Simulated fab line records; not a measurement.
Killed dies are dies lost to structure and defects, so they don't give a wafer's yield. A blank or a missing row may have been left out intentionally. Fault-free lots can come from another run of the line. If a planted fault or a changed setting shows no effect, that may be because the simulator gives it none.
Split-lot experiment + flow sky130 + 23 wafers read across 5 lots, on a route 708 steps long

## ABOUT THE SPLIT
At SKY_NWELL_OXIDATION_01 (stabilise 600 s, purge 300 s, target thk 10 nm), the setting temp-c was moved away from the recipe's 900 C on 15 of the 23 wafers read, by -2.0% to +2.8%. For the rest of the wafers, this setting stayed at what the recipe calls for.

The file shows no step between the split and the reading.

## THE READING
NWELL_OXIDATION_THK, in nm, at SKY_NWELL_THK_MEAS_02. Fault-free wafers of this fab line usually give 10.05 nm, standard deviation 0.18 nm.

| wafer  | tool, chamber at the split | temp-c as run, C | against the recipe | NWELL_OXIDATION_THK, nm | against lot-mates on the recipe |
|--------|----------------------------|------------------|--------------------|-------------------------|---------------------------------|
| L077.1 | -, -                       | 925.5            | +2.8%              | 13.04                   | no lot-mate on the recipe       |
| L077.2 | -, -                       | 925.5            | +2.8%              | 13.14                   | no lot-mate on the recipe       |
| L077.3 | -, -                       | 925.5            | +2.8%              | 13.21                   | no lot-mate on the recipe       |
| L077.5 | -, -                       | 925.5            | +2.8%              | 13.18                   | no lot-mate on the recipe       |
| L077.6 | -, -                       | 925.5            | +2.8%              | 13.33                   | no lot-mate on the recipe       |
| L079.1 | -, -                       | 882.1            | -2.0%              | 8.17                    | no lot-mate on the recipe       |
| L079.2 | -, -                       | 882.1            | -2.0%              | 8.37                    | no lot-mate on the recipe       |
| L079.3 | -, -                       | 882.1            | -2.0%              | 8.21                    | no lot-mate on the recipe       |
| L079.4 | -, -                       | 882.1            | -2.0%              | 8.33                    | no lot-mate on the recipe       |
| L079.6 | -, -                       | 882.1            | -2.0%              | 8.16                    | no lot-mate on the recipe       |
| L080.1 | -, -                       | 884.8            | -1.7%              | 8.69                    | no lot-mate on the recipe       |
| L080.2 | -, -                       | 884.8            | -1.7%              | 8.61                    | no lot-mate on the recipe       |
| L080.4 | -, -                       | 884.8            | -1.7%              | 8.68                    | no lot-mate on the recipe       |
| L080.5 | -, -                       | 884.8            | -1.7%              | 8.77                    | no lot-mate on the recipe       |
| L080.6 | -, -                       | 884.8            | -1.7%              | 8.68                    | no lot-mate on the recipe       |
| L084.1 | -, -                       | 900              | recipe             | 10.08                   | -                               |
| L084.3 | -, -                       | 900              | recipe             | 10.12                   | -                               |
| L084.4 | -, -                       | 900              | recipe             | 10.09                   | -                               |
| L084.5 | -, -                       | 900              | recipe             | 10.16                   | -                               |
| L084.6 | -, -                       | 900              | recipe             | 10.05                   | -                               |
| L085.3 | furnace-01, 0              | 900              | recipe             | 9.86                    | -                               |
| L085.4 | furnace-01, 0              | 900              | recipe             | 9.92                    | -                               |
| L085.5 | furnace-01, 0              | 900              | recipe             | 9.86                    | -                               |

THE FIT
A straight line over all 23 wafers: NWELL_OXIDATION_THK changes by +1 nm for each +1% of temp-c; r = +1.00; the points scatter about the line by 0.19 nm.
Too few moved wafers with a lot-mate on the recipe to fit a line net of each lot's own level.

## THE WHOLE CHAIN: every reading that the file lists as answering this split, in the file's order
| step                   | what it does                                   | reading                                                                            | change (the file's fit)              | r (the file's) |
|------------------------|------------------------------------------------|------------------------------------------------------------------------------------|--------------------------------------|----------------|
| SKY_NWELL_OXIDATION_01 | stabilise 600 s, purge 300 s, target thk 10 nm | SiO2_of_NWELL_OXIDATION_01.thk-nm (the simulator's own value, which no gauge read) | +1.01 nm for each +1% of the setting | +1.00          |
| SKY_NWELL_THK_MEAS_02  |                                                | NWELL_OXIDATION_THK                                                                | +1 for each +1% of the setting       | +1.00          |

## FILE'S OWN FIT
NWELL_OXIDATION_THK changes by +1 nm for each +1% of temp-c, r = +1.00.
